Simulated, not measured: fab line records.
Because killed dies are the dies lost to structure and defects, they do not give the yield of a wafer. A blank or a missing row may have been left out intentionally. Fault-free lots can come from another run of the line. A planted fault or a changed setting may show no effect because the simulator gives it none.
What tool caused it?	flow gf180mcu	21 wafers from 7 lots sampled at 4 of the route's 602 steps

WHAT THE GAUGES SHOWED, per wafer
GF_V4_THK_MEAS_25: measures by xrf.
lot	measured	on	V4_W_THK (nm)
L612	day 25 17:49	film-metro-04	354 354 353
L614	day 26 00:10	film-metro-04	354 352 357
L619	day 27 17:41	film-metro-03	360 372 372
L625	day 30 14:28	film-metro-03	357 368 367
L627	day 31 03:36	film-metro-02	356 360 359
L630	day 31 15:34	film-metro-03	353 354 358
L629	day 31 16:16	film-metro-04	379 365 366

EACH LOT AND THE TOOL THAT RAN IT (in order: tool; ch and the chambers of the sampled wafers; start)
lot	GF_V4_CMP_04	GF_V4_ETCH_17	GF_V4_SPUTTER_21
L612	cmp-02 ch 1,2,3, day 24 18:39	rie-diel-01 ch 0,1,2, day 25 17:29 or earlier	pvd-sputter-01, day 25 17:29
L614	cmp-02 ch 0,1, day 25 01:12	rie-diel-04 ch 2,3, day 25 23:47 or earlier	pvd-sputter-02, day 25 23:47
L619	cmp-02 ch 0,1,2, day 26 19:52	rie-diel-03 ch 0,3, day 27 17:20 or earlier	pvd-sputter-01, day 27 17:20
L625	cmp-02 ch 0,1,3, day 29 18:18	rie-diel-04 ch 0,1,2, day 30 14:08 or earlier	pvd-sputter-04, day 30 14:08
L627	cmp-01 ch 0,1,2, day 30 08:02	rie-diel-04 ch 0,2, day 31 03:16 or earlier	pvd-sputter-02, day 31 03:16
L630	cmp-01 ch 1,3, day 30 20:55	rie-diel-04 ch 0,1,2, day 31 15:14 or earlier	pvd-sputter-02, day 31 15:14
L629	cmp-02 ch 2,3, day 30 21:35	rie-diel-03 ch 0,3, day 31 15:56 or earlier	pvd-sputter-04, day 31 15:56
- GF_V4_CMP_04: polishes SiO2.
- GF_V4_ETCH_17: etches SiO2 in C4F8/O2/Ar, stops on TiN, target depth 630 nm.
- GF_V4_SPUTTER_21: material Ti, target thk 15 nm, time 80.02 s.

THE ANSWER, worked out from the rows above alone
Rule: the lots themselves supply what counts as usual. Put in order of their means at a reading, lots are off if they are a third of the lots or fewer, leave a main group of 4 or more, and stand apart from it by a gap of 3 or more times the standard deviation of the main group's means; of several such gaps the widest counts. If all means in a main group match to the digits the tables above print for the reading, that group is not used. Also off: a lot with no number at a reading for which 4 or more lots have one. The other lots that the step has rows for count as sound.
Nothing can be told from this: no lot is off at any reading shown.

WHAT THE SIMULATOR PUT IN
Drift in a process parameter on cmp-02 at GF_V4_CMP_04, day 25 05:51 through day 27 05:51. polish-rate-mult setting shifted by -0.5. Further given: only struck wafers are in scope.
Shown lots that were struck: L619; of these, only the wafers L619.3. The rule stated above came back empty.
